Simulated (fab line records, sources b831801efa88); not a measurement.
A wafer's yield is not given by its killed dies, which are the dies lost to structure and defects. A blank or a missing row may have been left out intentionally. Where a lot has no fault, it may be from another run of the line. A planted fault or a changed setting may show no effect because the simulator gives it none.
Chamber matching | flow sky130 | 4 sister chambers for SKY_PASSIVATION_ETCH_11 on rie diel-01
The step etches the open film in CF4/O2, stops on AlCu, target depth 725 nm, time 161.1 s. 4 wafers are shown with their chamber, then 8 later ones without.

== WAFERS PAIRED WITH THEIR CHAMBERS ==
wafer  | chamber | drypump motor current A (A)
L081.1 | 2       | 4.9
L082.6 | 1       | 5.1
L088.3 | 0       | 5.7
L093.1 | 3       | 5.8

== WAFERS MISSING THEIR CHAMBER ==
wafer  | drypump motor current A (A)
L093.2 | 4.9
L093.5 | 5.1
L095.1 | 4.9
L095.3 | 5.2
L095.4 | 5.7
L096.1 | 5.7
L096.2 | 4.8
L096.5 | 5.2

== WHICH CHAMBER EACH WENT THROUGH ==
wafer  | from the rows above     | in truth
L093.2 | 2                       | 2
L093.5 | 1                       | 1
L095.1 | 2                       | 2
L095.3 | 1                       | 1
L095.4 | can't be placed: 0 or 3 | 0
L096.1 | can't be placed: 0 or 3 | 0
L096.2 | 2                       | 2
L096.5 | 1                       | 1
6 of 8 placed correctly. These rows do not allow placing 2 (true chamber among the candidates in 2). Number placed wrongly: 0.
How it was worked out, from the rows above alone: a wafer's distance from a chamber is the root of the sum, over the readings, of the square of ((its reading less the chamber's mean) divided by the reading's scatter). The wafer belongs to the nearest chamber; if the next one is less than 2 further off, it can't be placed. Each chamber's mean is taken over the wafers shown for it. The scatter (one wafer shown for each chamber): square how far every hidden wafer sits from the nearest shown wafer, average those squares and take the square root.
